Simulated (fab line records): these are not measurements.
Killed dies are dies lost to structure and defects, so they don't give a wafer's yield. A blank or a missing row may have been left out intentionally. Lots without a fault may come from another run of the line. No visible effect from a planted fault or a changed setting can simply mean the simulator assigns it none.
What tool caused it? :: flow sky130 :: Sampling: 14 lots, 42 wafers, 7 of 708 route steps

## WHAT THE GAUGES READ, wafer by wafer
SKY_VIA4_BOW_MEAS_03. Usual: VIA4_BOW gives 79 um (standard deviation 8.1).
lot: L688
measured: day 42 07:24
on: film metro-01
VIA4_BOW (um): 71 76 75
flag: 

lot: L689
measured: day 42 14:43
on: film metro-03
VIA4_BOW (um): 82 69 89
flag: 

lot: L690
measured: day 43 10:02
on: film metro-01
VIA4_BOW (um): 73 84 83
flag: 

lot: L693
measured: day 43 21:43
on: film metro-02
VIA4_BOW (um): 83 85 76
flag: 

lot: L694
measured: day 44 00:53
on: film metro-02
VIA4_BOW (um): 77 79 78
flag: 

lot: L695
measured: day 44 05:26
on: film metro-03
VIA4_BOW (um): 79 72 85
flag: 

lot: L696
measured: day 44 13:26
on: film metro-01
VIA4_BOW (um): 90 76 91
flag: 

lot: L697
measured: day 44 19:16
on: film metro-03
VIA4_BOW (um): 75 63 78
flag: 

lot: L702
measured: day 46 02:32
on: film metro-03
VIA4_BOW (um): 77 65 75
flag: 

lot: L703
measured: day 46 07:02
on: film metro-02
VIA4_BOW (um): 83 87 91
flag: 

lot: L709
measured: day 47 20:43
on: film metro-02
VIA4_BOW (um): 85 76 87
flag: 

lot: L710
measured: day 48 03:38
on: film metro-03
VIA4_BOW (um): 70 84 87
flag: 

## WHICH TOOL RAN EACH LOT (tool, then ch and the chambers of the sampled wafers, then the start)
lot: L688
SKY_VIA3_STRIP_16: plasma asher-04 ch 0,1, day 40 02:56
SKY_METAL4_SPUTTER_03: pvd sputter-03, day 40 04:19
SKY_METAL4_ETCH_16: rie metal-01 ch 0,1, day 42 05:48
SKY_METAL4_ETCH_17: rie diel-01 ch 0,1,2, day 42 05:54
SKY_METAL4_METAL_ETCH_18: rie metal-02 ch 1, day 42 05:55
SKY_METAL4_STRIP_19: plasma asher-04 ch 0,1, day 42 06:16

lot: L689
SKY_VIA3_STRIP_16: plasma asher-02 ch 0,1, day 40 10:41
SKY_METAL4_SPUTTER_03: pvd sputter-01, day 40 12:02
SKY_METAL4_ETCH_16: rie metal-02 ch 1, day 42 13:11
SKY_METAL4_ETCH_17: rie diel-02 ch 1,2,3, day 42 13:23
SKY_METAL4_METAL_ETCH_18: rie metal-04 ch 1, day 42 13:25
SKY_METAL4_STRIP_19: plasma asher-01 ch 0, day 42 13:35

lot: L690
SKY_VIA3_STRIP_16: plasma asher-04 ch 0,1, day 41 07:49
SKY_METAL4_SPUTTER_03: pvd sputter-04, day 41 09:12
SKY_METAL4_ETCH_16: rie metal-01 ch 1, day 43 08:30
SKY_METAL4_ETCH_17: rie diel-04 ch 0,1,3, day 43 08:42
SKY_METAL4_METAL_ETCH_18: rie metal-04 ch 0,1, day 43 08:43
SKY_METAL4_STRIP_19: plasma asher-04 ch 0,1, day 43 08:54

lot: L693
SKY_VIA3_STRIP_16: plasma asher-02 ch 0,1, day 41 19:19
SKY_METAL4_SPUTTER_03: pvd sputter-03, day 41 20:40
SKY_METAL4_ETCH_16: rie metal-01 ch 1, day 43 20:08
SKY_METAL4_ETCH_17: rie diel-02 ch 0,1,2, day 43 20:20
SKY_METAL4_METAL_ETCH_18: rie metal-02 ch 0,1, day 43 20:22
SKY_METAL4_STRIP_19: plasma asher-01 ch 0,1, day 43 20:32

lot: L694
SKY_VIA3_STRIP_16: plasma asher-03 ch 0,1, day 41 22:58
SKY_METAL4_SPUTTER_03: pvd sputter-03, day 42 00:19
SKY_METAL4_ETCH_16: rie metal-01 ch 0, day 43 23:28
SKY_METAL4_ETCH_17: rie diel-04 ch 0,2, day 43 23:34
SKY_METAL4_METAL_ETCH_18: rie metal-04 ch 0,1, day 43 23:35
SKY_METAL4_STRIP_19: plasma asher-03 ch 0,1, day 43 23:46

lot: L695
SKY_VIA3_STRIP_16: plasma asher-04 ch 0,1, day 42 03:26
SKY_METAL4_SPUTTER_03: pvd sputter-01, day 42 04:46
SKY_METAL4_ETCH_16: rie metal-02 ch 0,1, day 44 03:46
SKY_METAL4_ETCH_17: rie diel-04 ch 0,2,3, day 44 03:52
SKY_METAL4_METAL_ETCH_18: rie metal-01 ch 1, day 44 03:57
SKY_METAL4_STRIP_19: plasma asher-01 ch 0,1, day 44 04:14

lot: L696
SKY_VIA3_STRIP_16: plasma asher-03 ch 0,1, day 42 11:08
SKY_METAL4_SPUTTER_03: pvd sputter-04, day 42 12:29
SKY_METAL4_ETCH_16: rie metal-01 ch 0, day 44 11:55
SKY_METAL4_ETCH_17: rie diel-02 ch 0,3, day 44 12:01
SKY_METAL4_METAL_ETCH_18: rie metal-02 ch 0,1, day 44 12:02
SKY_METAL4_STRIP_19: plasma asher-04 ch 0,1, day 44 12:13

lot: L697
SKY_VIA3_STRIP_16: plasma asher-04 ch 0,1, day 42 18:53
SKY_METAL4_SPUTTER_03: pvd sputter-01, day 42 20:14
SKY_METAL4_ETCH_16: rie metal-01 ch 0,1, day 44 17:51
SKY_METAL4_ETCH_17: rie diel-04 ch 0,1,3, day 44 17:57
SKY_METAL4_METAL_ETCH_18: rie metal-02 ch 0,1, day 44 17:58
SKY_METAL4_STRIP_19: plasma asher-03 ch 0,1, day 44 18:08

lot: L700
SKY_VIA3_STRIP_16: plasma asher-03 ch 0,1, day 43 15:02
SKY_METAL4_SPUTTER_03: pvd sputter-01, day 43 16:22
SKY_METAL4_ETCH_16: rie metal-04 ch 0,1, day 45 14:18
SKY_METAL4_ETCH_17: rie diel-04 ch 1,2,3, day 45 14:24
SKY_METAL4_METAL_ETCH_18: rie metal-02 ch 0,1, day 45 14:25
SKY_METAL4_STRIP_19: plasma asher-01 ch 0,1, day 45 14:35

lot: L701
SKY_VIA3_STRIP_16: plasma asher-04 ch 1, day 43 18:35
SKY_METAL4_SPUTTER_03: pvd sputter-04, day 43 19:55
SKY_METAL4_ETCH_16: rie metal-02 ch 0,1, day 45 17:18
SKY_METAL4_ETCH_17: rie diel-04 ch 1,2, day 45 17:24
SKY_METAL4_METAL_ETCH_18: rie metal-01 ch 0,1, day 45 17:25
SKY_METAL4_STRIP_19: plasma asher-01 ch 0, day 45 17:35

lot: L702
SKY_VIA3_STRIP_16: plasma asher-02 ch 0,1, day 44 02:56
SKY_METAL4_SPUTTER_03: pvd sputter-01, day 44 04:19
SKY_METAL4_ETCH_16: rie metal-04 ch 0,1, day 46 01:06
SKY_METAL4_ETCH_17: rie diel-01 ch 0,2, day 46 01:12
SKY_METAL4_METAL_ETCH_18: rie metal-01 ch 1, day 46 01:13
SKY_METAL4_STRIP_19: plasma asher-01 ch 0,1, day 46 01:23

lot: L703
SKY_VIA3_STRIP_16: plasma asher-04 ch 0,1, day 44 07:49
SKY_METAL4_SPUTTER_03: pvd sputter-01, day 44 09:10
SKY_METAL4_ETCH_16: rie metal-04 ch 0,1, day 46 05:31
SKY_METAL4_ETCH_17: rie diel-02 ch 0,1, day 46 05:37
SKY_METAL4_METAL_ETCH_18: rie metal-01 ch 0,1, day 46 05:38
SKY_METAL4_STRIP_19: plasma asher-04 ch 0,1, day 46 05:49

lot: L709
SKY_VIA3_STRIP_16: plasma asher-03 ch 0,1, day 46 00:49
SKY_METAL4_SPUTTER_03: pvd sputter-04, day 46 02:10
SKY_METAL4_ETCH_16: rie metal-02 ch 1, day 47 19:06
SKY_METAL4_ETCH_17: rie diel-04 ch 0,2, day 47 19:12
SKY_METAL4_METAL_ETCH_18: rie metal-01 ch 0, day 47 19:13
SKY_METAL4_STRIP_19: plasma asher-03 ch 0,1, day 47 19:34

lot: L710
SKY_VIA3_STRIP_16: plasma asher-02 ch 0,1, day 46 08:23
SKY_METAL4_SPUTTER_03: pvd sputter-04, day 46 09:43
SKY_METAL4_ETCH_16: rie metal-01 ch 0, day 48 02:08
SKY_METAL4_ETCH_17: rie diel-02 ch 0,2,3, day 48 02:17
SKY_METAL4_METAL_ETCH_18: rie metal-02 ch 0,1, day 48 02:19
SKY_METAL4_STRIP_19: plasma asher-04 ch 0,1, day 48 02:29
- SKY_VIA3_STRIP_16: strips in O2/N2.
- SKY_METAL4_SPUTTER_03: material Ti, target thk 5 nm, time 3.3 s.
- SKY_METAL4_ETCH_16: etches BARC in N2/H2, stops on SiO2, time 88.2 s, target depth 60 nm.
- SKY_METAL4_ETCH_17: etches SiO2 in C4F8/O2/Ar, stops on TiN, time 3.9 s, target depth 15 nm.
- SKY_METAL4_METAL_ETCH_18: etches the open film in Cl2/BCl3, stops on SiO2, target depth 845 nm, time 183.1 s.
- SKY_METAL4_STRIP_19: strips in O2/N2.

## AS READ BY THE TOOLS THEMSELVES (means over the sampled wafers that have a number; for cases with no such wafer, the mark the record gives instead)
SKY_VIA3_STRIP_16. Usual: drypump motor current A 5.5 A, standard deviation 0.49; o2 flow sccm 3001 sccm, standard deviation 9.3; oes product au 0.402 a.u., standard deviation 0.0044; strip time to endpoint s 4.130 s, standard deviation 0.022.
lot: L688
tool: plasma asher-04
drypump motor current A (A): 5.1
o2 flow sccm (sccm): 3006
oes product au (a.u.): 0.399
strip time to endpoint s (s): 4.136
flag: 

lot: L689
tool: plasma asher-02
drypump motor current A (A): 5.8
o2 flow sccm (sccm): 3001
oes product au (a.u.): 0.400
strip time to endpoint s (s): 4.114
flag: 

lot: L690
tool: plasma asher-04
drypump motor current A (A): 5.5
o2 flow sccm (sccm): 3001
oes product au (a.u.): 0.400
strip time to endpoint s (s): 4.149
flag: 

lot: L693
tool: plasma asher-02
drypump motor current A (A): 5.8
o2 flow sccm (sccm): 2993
oes product au (a.u.): 0.402
strip time to endpoint s (s): 4.146
flag: 

lot: L694
tool: plasma asher-03
drypump motor current A (A): 5.4
o2 flow sccm (sccm): 2998
oes product au (a.u.): 0.398
strip time to endpoint s (s): 4.117
flag: 

lot: L695
tool: plasma asher-04
drypump motor current A (A): 5.1
o2 flow sccm (sccm): 3003
oes product au (a.u.): 0.404
strip time to endpoint s (s): 4.138
flag: 

lot: L696
tool: plasma asher-03
drypump motor current A (A): 5.4
o2 flow sccm (sccm): 3005
oes product au (a.u.): 0.401
strip time to endpoint s (s): 4.139
flag: 

lot: L697
tool: plasma asher-04
drypump motor current A (A): 5.5
o2 flow sccm (sccm): 2996
oes product au (a.u.): 0.402
strip time to endpoint s (s): 4.162
flag: 

lot: L700
tool: plasma asher-03
drypump motor current A (A): 5.4
o2 flow sccm (sccm): 3000
oes product au (a.u.): 0.403
strip time to endpoint s (s): 4.097
flag: 

lot: L701
tool: plasma asher-04
drypump motor current A (A): 4.7
o2 flow sccm (sccm): 2986
oes product au (a.u.): 0.399
strip time to endpoint s (s): 4.123
flag: 

lot: L702
tool: plasma asher-02
drypump motor current A (A): 5.8
o2 flow sccm (sccm): 2998
oes product au (a.u.): 0.401
strip time to endpoint s (s): 4.124
flag: 

lot: L703
tool: plasma asher-04
drypump motor current A (A): 5.1
o2 flow sccm (sccm): 3007
oes product au (a.u.): 0.397
strip time to endpoint s (s): 4.137
flag: 

lot: L709
tool: plasma asher-03
drypump motor current A (A): 5.5
o2 flow sccm (sccm): 3000
oes product au (a.u.): 0.402
strip time to endpoint s (s): 4.135
flag: 

lot: L710
tool: plasma asher-02
drypump motor current A (A): 5.8
o2 flow sccm (sccm): 3004
oes product au (a.u.): 0.402
strip time to endpoint s (s): 4.145
flag: 

SKY_METAL4_SPUTTER_03. Usual: throttle valve pct reads 29.8 % (standard deviation 0.96).
lot: L688
tool: pvd sputter-03
throttle valve pct (%): 30.0
flag: 

lot: L689
tool: pvd sputter-01
throttle valve pct (%): 30.7
flag: 

lot: L690
tool: pvd sputter-04
throttle valve pct (%): 29.8
flag: 

lot: L693
tool: pvd sputter-03
throttle valve pct (%): 30.1
flag: 

lot: L694
tool: pvd sputter-03
throttle valve pct (%): 29.9
flag: 

lot: L695
tool: pvd sputter-01
throttle valve pct (%): 30.4
flag: 

lot: L696
tool: pvd sputter-04
throttle valve pct (%): 29.3
flag: 

lot: L697
tool: pvd sputter-01
throttle valve pct (%): 29.7
flag: 

lot: L700
tool: pvd sputter-01
throttle valve pct (%): 29.6
flag: 

lot: L701
tool: pvd sputter-04
throttle valve pct (%): 29.0
flag: 

lot: L702
tool: pvd sputter-01
throttle valve pct (%): 30.5
flag: 

lot: L703
tool: pvd sputter-01
throttle valve pct (%): 30.1
flag: 

lot: L709
tool: pvd sputter-04
throttle valve pct (%): 29.1
flag: 

lot: L710
tool: pvd sputter-04
throttle valve pct (%): 29.2
flag: 

SKY_METAL4_ETCH_16. Usual: bias w 100.0 W, standard deviation 0.31; chamber pressure mTorr 29.994 mTorr, standard deviation 0.03; drypump motor current A 5.3 A, standard deviation 0.49; oes product au 0.625 a.u., standard deviation 0.005; throttle valve pct 13.206 %, standard deviation 0.0096.
lot: L688
tool: rie metal-01
bias w (W): 100.0
chamber pressure mTorr (mTorr): 30.012
drypump motor current A (A): 5.7
oes product au (a.u.): 0.623
throttle valve pct (%): 13.203
flag: 

lot: L689
tool: rie metal-02
bias w (W): 99.9
chamber pressure mTorr (mTorr): 29.975
drypump motor current A (A): 5.9
oes product au (a.u.): 0.629
throttle valve pct (%): 13.206
flag: 

lot: L690
tool: rie metal-01
bias w (W): 100.2
chamber pressure mTorr (mTorr): 29.996
drypump motor current A (A): 5.0
oes product au (a.u.): 0.625
throttle valve pct (%): 13.212
flag: 

lot: L693
tool: rie metal-01
bias w (W): 100.0
chamber pressure mTorr (mTorr): 29.973
drypump motor current A (A): 5.0
oes product au (a.u.): 0.626
throttle valve pct (%): 13.202
flag: 

lot: L694
tool: rie metal-01
bias w (W): 100.3
chamber pressure mTorr (mTorr): 29.986
drypump motor current A (A): 6.0
oes product au (a.u.): 0.629
throttle valve pct (%): 13.206
flag: 

lot: L695
tool: rie metal-02
bias w (W): 100.2
chamber pressure mTorr (mTorr): 30.004
drypump motor current A (A): 5.5
oes product au (a.u.): 0.623
throttle valve pct (%): 13.208
flag: 

lot: L696
tool: rie metal-01
bias w (W): 99.7
chamber pressure mTorr (mTorr): 30.010
drypump motor current A (A): 6.0
oes product au (a.u.): 0.620
throttle valve pct (%): 13.209
flag: 

lot: L697
tool: rie metal-01
bias w (W): 100.5
chamber pressure mTorr (mTorr): 29.991
drypump motor current A (A): 5.7
oes product au (a.u.): 0.618
throttle valve pct (%): 13.213
flag: 

lot: L700
tool: rie metal-04
bias w (W): -
chamber pressure mTorr (mTorr): -
drypump motor current A (A): -
oes product au (a.u.): -
throttle valve pct (%): -
flag: OFF

lot: L701
tool: rie metal-02
bias w (W): -
chamber pressure mTorr (mTorr): -
drypump motor current A (A): -
oes product au (a.u.): -
throttle valve pct (%): -
flag: OFF

lot: L702
tool: rie metal-04
bias w (W): 100.0
chamber pressure mTorr (mTorr): 30.000
drypump motor current A (A): 4.8
oes product au (a.u.): 0.621
throttle valve pct (%): 13.208
flag: 

lot: L703
tool: rie metal-04
bias w (W): 99.8
chamber pressure mTorr (mTorr): 29.992
drypump motor current A (A): 4.8
oes product au (a.u.): 0.625
throttle valve pct (%): 13.201
flag: 

lot: L709
tool: rie metal-02
bias w (W): 100.2
chamber pressure mTorr (mTorr): 30.010
drypump motor current A (A): 5.9
oes product au (a.u.): 0.630
throttle valve pct (%): 13.211
flag: 

lot: L710
tool: rie metal-01
bias w (W): 100.1
chamber pressure mTorr (mTorr): 29.998
drypump motor current A (A): 6.0
oes product au (a.u.): 0.624
throttle valve pct (%): 13.203
flag: 

SKY_METAL4_ETCH_17. Usual: bias w 1199 W, standard deviation 3.9; chamber pressure mTorr 40.00 mTorr, standard deviation 0.041; oes product au 0.752 a.u., standard deviation 0.008.
lot: L688
tool: rie diel-01
bias w (W): 1196
chamber pressure mTorr (mTorr): 40.02
oes product au (a.u.): 0.750
flag: 

lot: L689
tool: rie diel-02
bias w (W): 1206
chamber pressure mTorr (mTorr): 40.01
oes product au (a.u.): 0.756
flag: 

lot: L690
tool: rie diel-04
bias w (W): 1199
chamber pressure mTorr (mTorr): 40.00
oes product au (a.u.): 0.748
flag: 

lot: L693
tool: rie diel-02
bias w (W): 1200
chamber pressure mTorr (mTorr): 39.99
oes product au (a.u.): 0.741
flag: 

lot: L694
tool: rie diel-04
bias w (W): 1198
chamber pressure mTorr (mTorr): 39.98
oes product au (a.u.): 0.754
flag: 

lot: L695
tool: rie diel-04
bias w (W): 1202
chamber pressure mTorr (mTorr): 39.95
oes product au (a.u.): 0.748
flag: 

lot: L696
tool: rie diel-02
bias w (W): 1201
chamber pressure mTorr (mTorr): 39.95
oes product au (a.u.): 0.747
flag: 

lot: L697
tool: rie diel-04
bias w (W): 1197
chamber pressure mTorr (mTorr): 39.99
oes product au (a.u.): 0.752
flag: 

lot: L700
tool: rie diel-04
bias w (W): 1200
chamber pressure mTorr (mTorr): 39.99
oes product au (a.u.): 0.377
flag: OFF

lot: L701
tool: rie diel-04
bias w (W): 1199
chamber pressure mTorr (mTorr): 40.00
oes product au (a.u.): 0.371
flag: OFF

lot: L702
tool: rie diel-01
bias w (W): 1201
chamber pressure mTorr (mTorr): 40.00
oes product au (a.u.): 0.761
flag: 

lot: L703
tool: rie diel-02
bias w (W): 1197
chamber pressure mTorr (mTorr): 40.00
oes product au (a.u.): 0.756
flag: 

lot: L709
tool: rie diel-04
bias w (W): 1200
chamber pressure mTorr (mTorr): 40.02
oes product au (a.u.): 0.749
flag: 

lot: L710
tool: rie diel-02
bias w (W): 1199
chamber pressure mTorr (mTorr): 39.96
oes product au (a.u.): 0.752
flag: 

SKY_METAL4_METAL_ETCH_18. Usual: bcl3 flow sccm 29.99 sccm, standard deviation 0.091; bias w 48.53 W, standard deviation 0.14; drypump motor current A 5.4 A, standard deviation 0.46; oes product au 0.865 a.u., standard deviation 0.0066; throttle valve pct 22.264 %, standard deviation 0.01.
lot: L688
tool: rie metal-02
bcl3 flow sccm (sccm): 30.06
bias w (W): 48.37
drypump motor current A (A): 5.9
oes product au (a.u.): 0.866
throttle valve pct (%): 22.271
flag: 

lot: L689
tool: rie metal-04
bcl3 flow sccm (sccm): 30.04
bias w (W): 48.63
drypump motor current A (A): 4.6
oes product au (a.u.): 0.861
throttle valve pct (%): 22.267
flag: 

lot: L690
tool: rie metal-04
bcl3 flow sccm (sccm): 30.05
bias w (W): 48.47
drypump motor current A (A): 4.8
oes product au (a.u.): 0.867
throttle valve pct (%): 22.274
flag: 

lot: L693
tool: rie metal-02
bcl3 flow sccm (sccm): 29.98
bias w (W): 48.63
drypump motor current A (A): 5.5
oes product au (a.u.): 0.875
throttle valve pct (%): 22.260
flag: 

lot: L694
tool: rie metal-04
bcl3 flow sccm (sccm): 29.99
bias w (W): 48.68
drypump motor current A (A): 4.8
oes product au (a.u.): 0.868
throttle valve pct (%): 22.265
flag: 

lot: L695
tool: rie metal-01
bcl3 flow sccm (sccm): 29.91
bias w (W): 48.61
drypump motor current A (A): 5.0
oes product au (a.u.): 0.857
throttle valve pct (%): 22.272
flag: 

lot: L696
tool: rie metal-02
bcl3 flow sccm (sccm): 29.91
bias w (W): 48.46
drypump motor current A (A): 5.5
oes product au (a.u.): 0.860
throttle valve pct (%): 22.271
flag: 

lot: L697
tool: rie metal-02
bcl3 flow sccm (sccm): 29.95
bias w (W): 48.30
drypump motor current A (A): 5.5
oes product au (a.u.): 0.865
throttle valve pct (%): 22.268
flag: 

lot: L700
tool: rie metal-02
bcl3 flow sccm (sccm): 30.06
bias w (W): 48.53
drypump motor current A (A): 5.5
oes product au (a.u.): 0.376
throttle valve pct (%): 22.261
flag: OFF

lot: L701
tool: rie metal-01
bcl3 flow sccm (sccm): 29.98
bias w (W): 48.43
drypump motor current A (A): 5.6
oes product au (a.u.): 0.377
throttle valve pct (%): 22.268
flag: OFF

lot: L702
tool: rie metal-01
bcl3 flow sccm (sccm): 30.09
bias w (W): 48.58
drypump motor current A (A): 5.0
oes product au (a.u.): 0.871
throttle valve pct (%): 22.261
flag: 

lot: L703
tool: rie metal-01
bcl3 flow sccm (sccm): 30.00
bias w (W): 48.60
drypump motor current A (A): 5.7
oes product au (a.u.): 0.862
throttle valve pct (%): 22.266
flag: 

lot: L709
tool: rie metal-01
bcl3 flow sccm (sccm): 29.89
bias w (W): 48.53
drypump motor current A (A): 5.9
oes product au (a.u.): 0.857
throttle valve pct (%): 22.268
flag: 

lot: L710
tool: rie metal-02
bcl3 flow sccm (sccm): 30.04
bias w (W): 48.38
drypump motor current A (A): 5.5
oes product au (a.u.): 0.861
throttle valve pct (%): 22.264
flag: 

SKY_METAL4_STRIP_19. Usual: drypump motor current A 5.3 A, standard deviation 0.36; o2 flow sccm 3001 sccm, standard deviation 9.8; oes product au 0.501 a.u., standard deviation 0.0054; strip time to endpoint s 6.50 s, standard deviation 0.073.
lot: L688
tool: plasma asher-04
drypump motor current A (A): 5.5
o2 flow sccm (sccm): 3005
oes product au (a.u.): 0.499
strip time to endpoint s (s): 6.51
flag: 

lot: L689
tool: plasma asher-01
drypump motor current A (A): 4.9
o2 flow sccm (sccm): 2990
oes product au (a.u.): 0.503
strip time to endpoint s (s): 6.47
flag: 

lot: L690
tool: plasma asher-04
drypump motor current A (A): 5.1
o2 flow sccm (sccm): 2998
oes product au (a.u.): 0.502
strip time to endpoint s (s): 6.58
flag: 

lot: L693
tool: plasma asher-01
drypump motor current A (A): 5.0
o2 flow sccm (sccm): 2992
oes product au (a.u.): 0.502
strip time to endpoint s (s): 6.50
flag: 

lot: L694
tool: plasma asher-03
drypump motor current A (A): 5.4
o2 flow sccm (sccm): 3007
oes product au (a.u.): 0.504
strip time to endpoint s (s): 6.54
flag: 

lot: L695
tool: plasma asher-01
drypump motor current A (A): 5.0
o2 flow sccm (sccm): 2996
oes product au (a.u.): 0.508
strip time to endpoint s (s): 6.63
flag: 

lot: L696
tool: plasma asher-04
drypump motor current A (A): 5.5
o2 flow sccm (sccm): 2992
oes product au (a.u.): 0.504
strip time to endpoint s (s): 6.51
flag: 

lot: L697
tool: plasma asher-03
drypump motor current A (A): 5.4
o2 flow sccm (sccm): 3007
oes product au (a.u.): 0.501
strip time to endpoint s (s): 6.46
flag: 

lot: L700
tool: plasma asher-01
drypump motor current A (A): 5.0
o2 flow sccm (sccm): 3000
oes product au (a.u.): 0.524
strip time to endpoint s (s): 6.96
flag: OFF

lot: L701
tool: plasma asher-01
drypump motor current A (A): 4.9
o2 flow sccm (sccm): 2997
oes product au (a.u.): 0.522
strip time to endpoint s (s): 7.05
flag: OFF

lot: L702
tool: plasma asher-01
drypump motor current A (A): 5.0
o2 flow sccm (sccm): 3008
oes product au (a.u.): 0.502
strip time to endpoint s (s): 6.52
flag: 

lot: L703
tool: plasma asher-04
drypump motor current A (A): 5.5
o2 flow sccm (sccm): 3005
oes product au (a.u.): 0.501
strip time to endpoint s (s): 6.55
flag: 

lot: L709
tool: plasma asher-03
drypump motor current A (A): 5.4
o2 flow sccm (sccm): 3005
oes product au (a.u.): 0.495
strip time to endpoint s (s): 6.44
flag: 

lot: L710
tool: plasma asher-04
drypump motor current A (A): 5.1
o2 flow sccm (sccm): 3000
oes product au (a.u.): 0.502
strip time to endpoint s (s): 6.46
flag: 

## THE ANSWER, worked out from the rows above alone
Rule: a lot is off if the mean of its wafers that have a number lies more than 3 standard deviations from the usual mean. Also off: a lot with no number at a reading for which 4 or more lots have one. Where the step has rows for the other lots, those lots are counted as sound. After the gauges, taken in route order, come the tools' own readings; for these a lot's mean is taken, as printed above. At the first step where some lot is off, the reading lying furthest off is the one used; lots without a number count as furthest.
Off at SKY_METAL4_ETCH_16 (bias w): L700, L701. Without a number there: L700, L701.
A tool fits if, at that step or a process step before it, it ran every lot that is off, and no sound lot after the first of them. Not one of the candidates tried fits.

## WHAT THE SIMULATOR PUT IN
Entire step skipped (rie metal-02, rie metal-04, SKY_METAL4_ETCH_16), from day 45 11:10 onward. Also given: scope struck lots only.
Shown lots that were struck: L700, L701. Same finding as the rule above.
